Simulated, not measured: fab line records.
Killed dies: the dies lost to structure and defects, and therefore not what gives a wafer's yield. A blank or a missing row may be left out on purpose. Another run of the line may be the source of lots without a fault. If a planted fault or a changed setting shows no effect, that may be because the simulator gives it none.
fab line records	flow sfq-line
[record] lots = 14	wafers = 42	last-day = 91
route steps=325 shown INCOMING@1 M0@41 I0@54 M1@70
lots that met no fault: from a run of the same line without faults
start-h: hours from the record's opening day to when the first of the lot's shown wafers began	wait-h: hours elapsed since this lot's preceding step	" the same as in the row above	L1.1+2: a single row standing in for several wafers	- no value, or no start was given	* or withheld: withheld	< > ~ a bound
route shown NAME@n: NAME is a module with steps in the file, n the number in the route of the first one	usual: mean and standard deviation over wafers with no fault	same: alike in all rows	chamber/n: place in a boat	sites: the reading at each site	_std_site: the values' standard deviation	_edge_site: mean of outer sites minus mean of inner sites	radius-mm: how far each site lies from the wafer's centre	mask NAME#n: copy n	behind: the tool/chamber that last shaped the wafer	hold: cause of the lot's hold/its duration in hours/its outcome	device: the transistor (n, p or np) that didn't switch	end of line: tests run on the same wafers once the route is complete	a step given without rows: its recipe and nothing more	killed: dies that structure and defects cost at the first sort, which is not the same as the wafer's yield	map: shows each die of a wafer: x if killed, . if not, _ if none is there
set.NAME: the setting the step ran with; set.NAME@STEP: the setting that earlier step ran with	model.NAME: the simulator's own value behind a step, which no gauge read
route steps across a sampled set of lots; one table per step, one row per wafer
services: the hour from which a tool's chamber was out of use, counted from the record's first day as start-h (under 0 if before that day), plus the number of hours and why
[[steps]]
[step SFQ_INCOMING_BOW_MEAS_900]
[recipe] mode = bow
[usual] INCOMING_BOW = 0/6.3
lot.wafer	tool	chamber	start-h	wait-h	INCOMING_BOW[um]
L557.1	film-metro-01	-	15.00	-	-16
L557.2	"	-	"	"	-9
L557.3	"	-	"	"	8
L558.1	film-metro-04	-	20.00	-	3
L558.2	"	-	"	"	1
L558.3	"	-	"	"	-2
L559.1	film-metro-04	-	25.00	-	2
L559.4	"	-	"	"	-10
L559.5	"	-	"	"	12
L560.1	film-metro-04	-	30.00	-	4
L560.2	"	-	"	"	-2
L560.6	"	-	"	"	3
L561.1	film-metro-01	-	35.00	-	3
L561.3	"	-	"	"	-1
L561.4	"	-	"	"	3
L563.2	film-metro-04	-	45.02	-	-11
L563.4	"	-	"	"	9
L563.5	"	-	"	"	-10
L564.1	film-metro-01	-	50.00	-	4
L564.4	"	-	"	"	9
L564.6	"	-	"	"	-6
L565.1	film-metro-01	-	55.00	-	-1
L565.3	"	-	"	"	2
L565.5	"	-	"	"	-8
L569.3	film-metro-01	-	75.04	-	4
L569.4	"	-	"	"	15
L569.6	"	-	"	"	2
L571.3	film-metro-02	-	85.04	-	0
L571.4	"	-	"	"	5
L571.5	"	-	"	"	5
L575.3	film-metro-04	-	105.04	-	10
L575.5	"	-	"	"	-6
L575.6	"	-	"	"	6
L577.1	film-metro-04	-	115.00	-	3
L577.2	"	-	"	"	-8
L577.5	"	-	"	"	-1
L578.2	film-metro-02	-	120.02	-	-1
L578.3	"	-	"	"	-2
L578.5	"	-	"	"	-2
L579.1	film-metro-04	-	125.00	-	-4
L579.5	"	-	"	"	-3
L579.6	"	-	"	"	-2
[step SFQ_TRILAYER_M0_STRIP_STRIP_025]
[recipe] gas = O2	power-w = 200	platen-temp-c = 40	overash-fraction = 0.65	chemistry = O2	pressure-mtorr = 50
[usual] drypump-motor-current-A = 5.4/0.45	oes-product-au = 0.996/0.0075
lot.wafer	tool	chamber	start-h	wait-h	drypump-motor-current-A	oes-product-au	rf-hours-counter-h
L557.1	rie-metal-02	1	163.33	0.1	4.8	0.990	77
L557.2	"	0	"	"	5.7	1.007	175
L557.3	"	1	"	"	4.8	0.986	-
L558.1	rie-metal-01	1	168.31	0.2	5.8	1.007	156
L558.2	"	1	"	"	5.8	1.002	-
L558.3	"	1	"	"	5.7	1.004	-
L559.1	rie-metal-02	1	179.05	0.1	4.8	0.989	79
L559.4	"	0	"	"	5.7	1.019	-
L559.5	"	0	"	"	5.7	0.990	-
L560.1	rie-metal-04	1	181.45	0.1	4.9	0.990	30
L560.2	"	0	"	"	5.4	0.990	167
L560.6	"	0	"	"	5.4	1.001	-
L561.1	rie-metal-01	1	188.65	0.1	5.8	1.000	160
L561.3	"	0	"	"	6.0	1.003	-
L561.4	"	1	"	"	5.8	0.994	-
L563.2	rie-metal-02	0	206.65	0.1	5.7	1.015	180
L563.4	"	1	"	"	4.8	0.997	-
L563.5	"	1	"	"	4.9	1.003	-
L564.1	rie-metal-01	1	212.65	0.1	5.8	0.991	163
L564.4	"	1	"	"	5.8	0.994	-
L564.6	"	1	"	"	5.8	0.993	-
L565.1	rie-metal-01	1	222.25	0.1	5.8	1.006	164
L565.3	"	0	"	"	6.0	1.009	-
L565.5	"	0	"	"	6.0	0.996	-
L569.3	rie-metal-04	0	269.20	0.2	5.4	1.006	-
L569.4	"	1	"	"	4.9	0.993	-
L569.6	"	0	"	"	5.4	0.996	-
L571.3	rie-metal-01	1	298.42	0.2	5.8	0.998	-
L571.4	"	0	"	"	6.0	0.997	-
L571.5	"	0	"	"	6.0	0.999	-
L575.3	rie-metal-01	0	311.42	0.2	6.0	1.000	-
L575.5	"	1	"	"	5.7	1.005	-
L575.6	"	0	"	"	6.0	0.999	-
L577.1	rie-metal-04	1	318.61	0.2	5.0	0.994	52
L577.2	"	1	"	"	4.9	0.990	-
L577.5	"	1	"	"	4.9	0.987	-
L578.2	rie-metal-02	1	320.17	0.1	4.8	0.994	100
L578.3	"	0	"	"	5.7	0.987	-
L578.5	"	0	"	"	5.7	0.981	-
L579.1	rie-metal-01	0	449.54	0.1	6.0	1.003	55
L579.5	"	0	"	"	6.0	1.011	-
L579.6	"	1	"	"	5.8	0.989	-
[step SFQ_TRILAYER_I0_VIA_BARC_OPEN_VIA_ETCH_046]
[recipe] mask-material = PR	chemistry = O2	target-depth-nm = 125	target = BARC	source-w = 500	bias-w = 80	pressure-mtorr = 30	time-s = 41.7
[usual] bias-w = 80.00/0.24	drypump-motor-current-A = 5.9/0.4	oes-product-au = 0.685/0.0046
lot.wafer	tool	chamber	start-h	wait-h	bias-w	drypump-motor-current-A	oes-product-au	rf-hours-counter-h
L557.1	rie-diel-02	1	273.62	0.0	80.51	5.7	0.693	14
L557.2	"	3	"	"	79.73	6.0	0.689	133
L557.3	"	0	"	"	79.89	5.1	0.683	5
L558.1	rie-diel-01	0	280.82	0.0	80.25	6.3	0.683	118
L558.2	"	1	"	"	80.07	6.1	0.686	11
L558.3	"	2	"	"	80.15	5.9	0.692	57
L559.1	rie-diel-03	0	290.42	0.0	79.73	6.5	0.677	89
L559.4	"	3	"	"	79.67	5.8	0.678	0
L559.5	"	2	"	"	80.34	5.4	0.678	-
L560.1	rie-diel-01	1	291.62	0.0	79.97	6.1	0.684	11
L560.2	"	2	"	"	80.15	5.9	0.686	57
L560.6	"	3	"	"	80.13	6.1	0.687	-
L561.1	rie-diel-01	1	304.53	0.0	80.20	6.1	0.690	12
L561.3	"	3	"	"	80.30	6.1	0.685	20
L561.4	"	2	"	"	79.75	5.9	0.685	57
L563.2	rie-diel-01	1	317.73	0.0	80.27	6.1	0.683	12
L563.4	"	0	"	"	79.92	6.3	0.684	-
L563.5	"	3	"	"	80.03	6.1	0.679	-
L564.1	rie-diel-02	0	327.19	0.0	79.82	5.1	0.682	6
L564.4	"	1	"	"	79.69	5.7	0.683	15
L564.6	"	3	"	"	79.95	6.1	0.685	-
L565.1	rie-diel-02	3	336.79	0.0	80.08	6.1	0.687	0
L565.3	"	1	"	"	80.36	5.7	0.682	15
L565.5	"	0	"	"	80.08	5.0	0.689	-
L569.3	rie-diel-01	1	392.71	0.0	79.51	6.0	0.680	13
L569.4	"	1	"	"	79.91	6.1	0.681	-
L569.6	"	3	"	"	79.90	6.1	0.690	-
L571.3	rie-diel-02	1	395.11	0.0	80.23	5.7	0.689	16
L571.4	"	1	"	"	79.75	5.7	0.687	-
L571.5	"	0	"	"	80.27	5.0	0.687	-
L575.3	rie-diel-01	1	399.91	0.0	80.52	6.1	0.682	13
L575.5	"	2	"	"	79.67	5.9	0.689	-
L575.6	"	3	"	"	80.29	6.1	0.681	-
L577.1	rie-diel-02	1	402.31	0.0	79.95	5.7	0.690	17
L577.2	"	3	"	"	79.87	6.0	0.689	1
L577.5	"	3	"	"	79.71	6.0	0.685	-
L578.2	rie-diel-01	2	403.51	0.0	80.02	5.9	0.687	59
L578.3	"	3	"	"	80.04	6.1	0.677	22
L578.5	"	2	"	"	80.05	5.9	0.684	-
L579.1	rie-diel-03	3	458.16	0.0	79.76	5.8	0.686	3
L579.5	"	0	"	"	79.85	6.4	0.681	-
L579.6	"	1	"	"	79.96	6.0	0.682	-
[step SFQ_TRILAYER_M1_ETCH_METAL_ETCH_042]
[recipe] target = Nb	stop-on = SiO2	mask-material = PR	chemistry = Cl2/Ar	target-depth-nm = 240	icp-w = 622.8	bias-w = 80	pressure-mtorr = 10	time-s = 120
[usual] bias-w = 80.03/0.23	drypump-motor-current-A = 5.4/0.51	oes-product-au = 0.896/0.0085
lot.wafer	tool	chamber	start-h	wait-h	bias-w	drypump-motor-current-A	oes-product-au	rf-hours-counter-h
L557.1	rie-metal-02	1	394.11	0.0	79.86	4.8	0.892	110
L557.2	"	0	"	"	80.02	5.7	0.883	10
L557.3	"	0	"	"	79.99	5.7	0.877	-
L558.1	rie-metal-02	1	398.91	0.0	79.86	4.8	0.900	111
L558.2	"	0	"	"	79.62	5.7	0.902	11
L558.3	"	1	"	"	80.04	4.8	0.888	-
L559.1	rie-metal-02	0	408.51	0.0	79.80	5.7	0.896	13
L559.4	"	0	"	"	80.04	5.7	0.884	-
L559.5	"	0	"	"	79.86	5.7	0.885	-
L560.1	rie-metal-02	0	410.91	0.0	80.35	5.7	0.910	14
L560.2	"	1	"	"	79.89	4.8	0.898	113
L560.6	"	0	"	"	80.50	5.7	0.909	-
L561.1	rie-metal-03	1	421.82	0.0	79.87	6.2	0.910	56
L561.3	"	0	"	"	79.66	5.0	0.898	-
L561.4	"	1	"	"	80.06	6.2	0.907	-
L563.2	rie-metal-03	0	444.62	0.0	79.89	5.0	0.903	136
L563.4	"	1	"	"	79.74	6.2	0.902	-
L563.5	"	1	"	"	80.01	6.2	0.903	-
L564.1	rie-metal-02	0	456.62	0.0	80.20	5.7	0.905	20
L564.4	"	0	"	"	80.50	5.7	0.894	-
L564.6	"	0	"	"	79.94	5.7	0.888	-
L565.1	rie-metal-04	0	471.62	0.0	80.04	5.4	0.905	21
L565.3	"	1	"	"	80.34	4.9	0.901	-
L565.5	"	1	"	"	80.13	5.0	0.891	-
L569.3	rie-metal-02	0	541.63	0.1	72.95	5.7	0.910	-
L569.4	"	1	"	"	80.14	4.8	0.910	-
L569.6	"	1	"	"	80.35	4.8	0.911	-
L571.3	rie-metal-02	1	545.23	0.1	79.93	4.8	0.905	-
L571.4	"	0	"	"	73.53	5.7	0.907	-
L571.5	"	1	"	"	80.46	4.8	0.896	-
L575.3	rie-metal-03	0	556.03	0.1	79.97	5.0	0.901	-
L575.5	"	1	"	"	79.76	6.2	0.896	-
L575.6	"	0	"	"	79.79	5.0	0.901	-
L577.1	rie-metal-03	0	559.59	0.0	79.66	5.0	0.893	150
L577.2	"	1	"	"	80.32	6.2	0.902	75
L577.5	"	0	"	"	79.75	5.0	0.898	-
L578.2	rie-metal-03	0	564.39	0.0	79.88	5.0	0.900	150
L578.3	"	1	"	"	79.67	6.2	0.894	-
L578.5	"	1	"	"	80.05	6.2	0.907	-
L579.1	rie-metal-02	0	621.99	0.0	80.07	5.7	0.875	43
L579.5	"	1	"	"	80.17	4.8	0.886	-
L579.6	"	0	"	"	79.79	5.7	0.882	-
[[services]]
tool	chamber	start-h	hours	kind
rie-diel-01	3	144.22	10.4	repair
rie-metal-02	-	150.44	0.4	repair
rie-diel-01	2	158.05	3.6	repair
rie-metal-01	0	165.74	2.9	repair
rie-metal-02	-	167.36	0.7	repair
rie-metal-03	1	221.69	64.5	repair
rie-diel-02	-	231.60	2.8	pm
rie-diel-01	0	242.32	16.0	repair
rie-diel-01	2	256.39	2.4	repair
rie-diel-01	-	270.41	1.1	repair
rie-metal-01	-	276.58	1.4	pm
rie-diel-01	1	277.50	1.5	repair
rie-metal-04	0	305.99	1.0	repair
rie-diel-01	2	315.18	5.7	repair
rie-diel-02	-	316.27	1.0	repair
rie-diel-02	3	328.40	7.4	repair
rie-metal-02	0	384.84	5.2	repair
rie-diel-01	-	402.80	0.4	repair
rie-metal-01	-	404.26	2.8	pm
rie-diel-01	2	413.84	9.3	repair
rie-metal-03	0	510.16	6.1	repair
rie-diel-01	-	531.15	2.8	pm
rie-diel-02	1	541.06	4.6	repair
rie-diel-01	1	613.25	6.2	repair
[[key]]
[first-sign] step = SFQ_TRILAYER_M1_ETCH_METAL_ETCH_042	reading = bias-w	direction = down	sigmas = 30	usual = 80.03	struck = 73.24
effect none on later readings
met-at SFQ_TRILAYER_M1_ETCH_METAL_ETCH_042
struck-lots L569,L571
struck-wafers L569.3,L571.4
not-acting-at SFQ_INCOMING_BOW_MEAS_900,SFQ_TRILAYER_M0_STRIP_STRIP_025,SFQ_TRILAYER_I0_VIA_BARC_OPEN_VIA_ETCH_046
onset-between 456.62 541.63
[fault] kind = process-parameter-drift	tool = rie-metal-02	chamber = 0	onset-h = 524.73	steps = SFQ_TRILAYER_M1_ETCH_METAL_ETCH_042	channel = bias-w	offset = -6.5236	shape = step	end-h = 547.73	acts-in = these-recipes-only	stated = 80
